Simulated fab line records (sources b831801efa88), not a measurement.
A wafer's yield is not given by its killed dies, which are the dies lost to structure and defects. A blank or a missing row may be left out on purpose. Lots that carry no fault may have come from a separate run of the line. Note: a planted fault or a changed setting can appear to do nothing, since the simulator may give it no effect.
What tool caused it? ; flow sky130 ; Sampling: 11 lots, 33 wafers, 6 of 708 route steps

WHAT EACH GAUGE READ, for each wafer
SKY_SD_P_TW_MEAS_11. Usual: SD_P_TW typically reads 2824, with standard deviation 18.
lot;measured;on;SD_P_TW;flag
L895;day 25 13:02;film metro-01;2829 2799 2808;
L897;day 26 14:20;film metro-03;2831 2840 2836;
L899;day 27 07:01;film metro-02;2881 2857 2866;
L901;day 28 00:14;film metro-03;2832 2828 2817;
L902;day 28 08:23;film metro-03;2821 2817 2819;
L906;day 29 13:55;film metro-01;2813 2804 2801;
L908;day 30 13:39;film metro-01;2825 2827 2801;
L909;day 31 02:47;film metro-02;2827 2853 2845;
L915;day 32 17:59;film metro-02;2828 2838 2831;
L917;day 33 02:50;film metro-03;2868 2828 2833;
L916;day 33 05:35;film metro-03;2812 2847 2844;

SKY_SD_N_RS_MEAS_16: the measuring method here is four-point-probe. Usual: SD_N_RS typically reads 68.55 ohm/sq, with standard deviation 0.16.
lot;measured;on;SD_N_RS (ohm/sq);flag
L895;day 28 00:23;film metro-01;68.54 68.32 68.30;
L897;day 29 00:53;film metro-02;68.60 68.63 68.77;
L899;day 29 17:20;film metro-01;68.52 68.56 68.32;
L901;day 30 09:22;film metro-02;68.52 68.53 68.50;
L902;day 30 17:07;film metro-02;68.75 68.70 68.79;
L906;day 31 22:32;film metro-01;65.95 65.91 65.94;OFF
L908;day 32 21:25;film metro-02;66.31 66.13 66.12;OFF
L909;day 33 08:49;film metro-01;66.00 66.02 66.02;OFF
L915;day 34 23:43;film metro-02;68.78 68.67 68.67;
L917;day 35 08:08;film metro-02;68.73 68.76 68.74;
L916;day 35 10:37;film metro-03;68.58 68.66 68.50;

SKY_LI_CONTACT_THK_MEAS_01. Usual: LI_CONTACT_HDPCVD_THK typically reads 926 nm, with standard deviation 9.8.
lot;measured;on;LI_CONTACT_HDPCVD_THK (nm);flag
L895;day 28 00:52;film metro-02;916 923 921;
L897;day 29 01:22;film metro-02;922 931 918;
L899;day 29 17:49;film metro-03;913 919 920;
L901;day 30 09:50;film metro-03;933 921 931;
L902;day 30 17:37;film metro-03;930 917 933;
L906;day 31 23:00;film metro-02;925 924 928;
L908;day 32 21:53;film metro-02;917 925 921;
L909;day 33 09:22;film metro-02;959 942 943;
L915;day 35 00:11;film metro-01;918 927 926;
L917;day 35 08:37;film metro-01;934 925 938;
L916;day 35 11:05;film metro-02;930 929 922;

WHICH TOOL RAN EACH LOT (tool, then ch and the chambers of the sampled wafers, then the start)
lot;SKY_SD_P_STRIP_10;SKY_SD_N_IMPLANT_09;SKY_SD_N_STRIP_11
L895;plasma asher-01 ch 0,1, day 25 12:56;implanter-01 ch 0, day 27 23:42;plasma asher-01 ch 0,1, day 27 23:59
L897;plasma asher-02 ch 1, day 26 14:14;implanter-01 ch 0, day 29 00:13;plasma asher-04 ch 0,1, day 29 00:29
L899;plasma asher-03 ch 0,1, day 27 06:54;implanter-04 ch 0, day 29 16:40;plasma asher-01 ch 0, day 29 16:56
L901;plasma asher-02 ch 0,1, day 28 00:08;implanter-04 ch 0, day 30 08:41;plasma asher-02 ch 0,1, day 30 08:57
L902;plasma asher-03 ch 0,1, day 28 08:17;implanter-04 ch 0, day 30 16:26;plasma asher-02 ch 0,1, day 30 16:44
L906;plasma asher-03 ch 0,1, day 29 13:48;implanter-04 ch 0, day 31 21:51;plasma asher-02 ch 0,1, day 31 22:08
L908;plasma asher-02 ch 0,1, day 30 13:33;implanter-04 ch 0, day 32 20:44;plasma asher-02 ch 0,1, day 32 21:02
L909;plasma asher-01 ch 0,1, day 31 02:41;implanter-04 ch 0, day 33 08:08;plasma asher-02 ch 0,1, day 33 08:26
L915;plasma asher-01 ch 0,1, day 32 17:53;implanter-01 ch 0, day 34 23:02;plasma asher-04 ch 0,1, day 34 23:18
L917;plasma asher-01 ch 1, day 33 02:44;implanter-03 ch 0, day 35 07:27;plasma asher-04 ch 0,1, day 35 07:45
L916;plasma asher-01 ch 0,1, day 33 05:29;implanter-04 ch 0, day 35 09:56;plasma asher-02 ch 0,1, day 35 10:14
- SKY_SD_P_STRIP_10: strips in O2/N2.
- SKY_SD_N_IMPLANT_09
- SKY_SD_N_STRIP_11: strips in O2/N2.

WHAT THE TOOLS THEMSELVES READ (means of the sampled wafers that have a number; where no wafer has one, the mark that the record gives instead)
SKY_SD_P_STRIP_10. Usual: drypump motor current A 5.6 A, standard deviation 0.46; oes product au 0.618 a.u., standard deviation 0.0048; strip time to endpoint s 17.483 s, standard deviation 0.03.
lot;tool;drypump motor current A (A);oes product au (a.u.);strip time to endpoint s (s);flag
L895;plasma asher-01;5.7;0.618;17.470;
L897;plasma asher-02;4.8;0.613;17.479;
L899;plasma asher-03;5.8;0.616;17.474;
L901;plasma asher-02;5.1;0.621;17.472;
L902;plasma asher-03;5.8;0.621;17.462;
L906;plasma asher-03;5.6;0.623;17.527;
L908;plasma asher-02;5.1;0.618;17.489;
L909;plasma asher-01;5.9;0.618;17.517;
L915;plasma asher-01;5.9;0.620;17.430;
L917;plasma asher-01;5.6;0.615;17.483;
L916;plasma asher-01;5.8;0.616;17.499;

SKY_SD_N_IMPLANT_09. Usual: beam on s 17.1 s, standard deviation 1.5; dose ions cm2 4e+15, standard deviation 4.3e+12.
lot;tool;beam on s (s);dose ions cm2;flag
L895;implanter-01;15.1;4e+15;
L897;implanter-01;15.5;4e+15;
L899;implanter-04;16.8;4e+15;
L901;implanter-04;16.8;4e+15;
L902;implanter-04;16.7;4e+15;
L906;implanter-04;23.4;6e+15;OFF
L908;implanter-04;23.7;6e+15;OFF
L909;implanter-04;23.7;6e+15;OFF
L915;implanter-01;15.3;4e+15;
L917;implanter-03;19.3;4e+15;
L916;implanter-04;16.7;4e+15;

SKY_SD_N_STRIP_11. Usual: drypump motor current A 5.6 A, standard deviation 0.47; oes product au 0.528 a.u., standard deviation 0.0048; strip time to endpoint s 22.55 s, standard deviation 0.032.
lot;tool;drypump motor current A (A);oes product au (a.u.);strip time to endpoint s (s);flag
L895;plasma asher-01;6.0;0.533;22.55;
L897;plasma asher-04;5.9;0.527;22.57;
L899;plasma asher-01;6.2;0.529;22.57;
L901;plasma asher-02;5.5;0.521;22.52;
L902;plasma asher-02;5.1;0.524;22.54;
L906;plasma asher-02;5.4;0.519;23.46;OFF
L908;plasma asher-02;5.1;0.519;23.47;OFF
L909;plasma asher-02;5.5;0.522;23.49;OFF
L915;plasma asher-04;5.7;0.529;22.55;
L917;plasma asher-04;6.0;0.528;22.48;
L916;plasma asher-02;5.1;0.526;22.57;

THE ANSWER, worked out from the rows above alone
Rule: take the mean of a lot's wafers that have a number; if it is more than 3 standard deviations from the usual mean, the lot is off. Also off: a lot with no number at a reading for which 4 or more lots have one. The other lots that the step has rows for count as sound. The gauges are gone through in route order, then the tools' own readings, and for those a lot's mean is taken as printed above. At the first step where some lot is off, the reading lying furthest off is the one used; lots without a number count as furthest.
Off: L906, L908, L909, at SKY_SD_N_RS_MEAS_16 (SD_N_RS).
If a tool, at a process step before that reading, ran all the lots that are off and no sound lot after the first of them, it fits. The gauges at SKY_SD_N_RS_MEAS_16 aren't tried: what is off there is off at SKY_SD_N_IMPLANT_09 too, on other tools, and a gauge's error can't cause that. None of those tried fits.

WHAT THE SIMULATOR HAD INSERTED
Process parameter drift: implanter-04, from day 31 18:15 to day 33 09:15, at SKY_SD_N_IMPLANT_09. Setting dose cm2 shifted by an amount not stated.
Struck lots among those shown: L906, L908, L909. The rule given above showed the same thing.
